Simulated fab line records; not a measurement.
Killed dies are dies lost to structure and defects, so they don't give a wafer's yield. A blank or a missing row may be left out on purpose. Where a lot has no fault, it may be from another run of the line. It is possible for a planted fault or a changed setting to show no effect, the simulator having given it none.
Problem report, 8D (eight disciplines) form, completed by code || flow gf180mcu || the parts of the form that need people (team, actions taken, sign-off) are left out

== 1. PROBLEM STATEMENT ==
cd-nm at GF_M4_CD_MEAS_14 reads a mean of 251.6 nm on 6 wafers of 2 lots; wafers without a fault read 279.9 nm with a standard deviation of 0.99. That is -29 standard deviations from the usual mean.
The step: target cd 280 nm.
Seen first at day 29 00:58 on cd-sem-02, wafer L454.1. The record has a number at this step for 42 wafers belonging to 14 lots. Rule for "out", or "out of limits": more than 4 standard deviations from the usual mean. Any other wafer with a number is counted as sound.

== 2. WHAT IT IS AND WHAT IT IS NOT ==
{"question": "which readings at this step", "is": "cd-nm", "is not": "-"}
{"question": "which lots", "is": "L454, L455", "is not": "L437, L438, L439, L441, L443, L444, L446, L447, L448, L453, L459, L460"}
{"question": "which wafers of those lots", "is": "all that have a number", "is not": "-"}
{"question": "read on which gauges", "is": "cd-sem-02", "is not": "cd-sem-01"}
{"question": "when", "is": "from day 29 00:58", "is not": "up to then (30 sound wafers); but 6 sound wafers of L459, L460 came after"}

== 3. WHAT RULES OUT EACH SUSPECT ==
Counting: a tool at a process step up to the reading stays a suspect if it ran every lot that is out and no sound lot after the first of them.
- the gauge at GF_M4_CD_MEAS_14: kept. All the wafers that are out were read on cd-sem-02, and no step on other tools shows them out.
- krf-scanner-01 at GF_M4_EXPOSE_11 (exposes mask Metal4, target cd 280 nm): kept. Every lot that is out went through it, starting with L454 (day 28 15:40), and after that it ran no sound lot; the last sound lot it ran before then is L453 (day 28 04:25).
Left after counting: krf-scanner-01 at GF_M4_EXPOSE_11, cd-sem-02 at GF_M4_CD_MEAS_14.

== 4. THE CAUSE (what the simulator had put in) ==
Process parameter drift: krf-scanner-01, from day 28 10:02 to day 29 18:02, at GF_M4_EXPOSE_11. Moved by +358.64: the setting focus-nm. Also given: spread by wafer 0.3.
Counting left 2 suspects, and this tool is among them.

== 5. SEQUENCE OF EFFECTS, ordered by route ==
Each row: a reading whose mean over the struck wafers that have a number lies more than 3 standard deviations from the usual. Only readings whose record carries a usual standard deviation are examined. hours: median over the lots of the time between each lot's start at the first step of this table that gives one and its start at this step. sigmas: the change, counted in usual standard deviations.
{"hours": 0, "step": "GF_M4_CD_MEAS_14", "reading": "cd-nm", "usual": "279.9 nm", "on struck wafers": 251.6, "change": -28.3, "sigmas": -29}

== 6. WHAT WOULD HAVE CAUGHT IT SOONER ==
Counted from the fault's start at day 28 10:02, it took 15 hours until the first out-of-limits reading at a measuring or inspecting step in this record, taken at day 29 00:58.
Tool readings at GF_M4_EXPOSE_11 with a usual standard deviation given in the record: none out on any struck wafer, hence no alarm at a limit of 4 standard deviations on them.
The start of GF_M4_EXPOSE_11 on krf-scanner-01 came by day 29 00:58 for every one of the lots that are out (2). Had the tool been put on hold then, not one of them would have been saved.
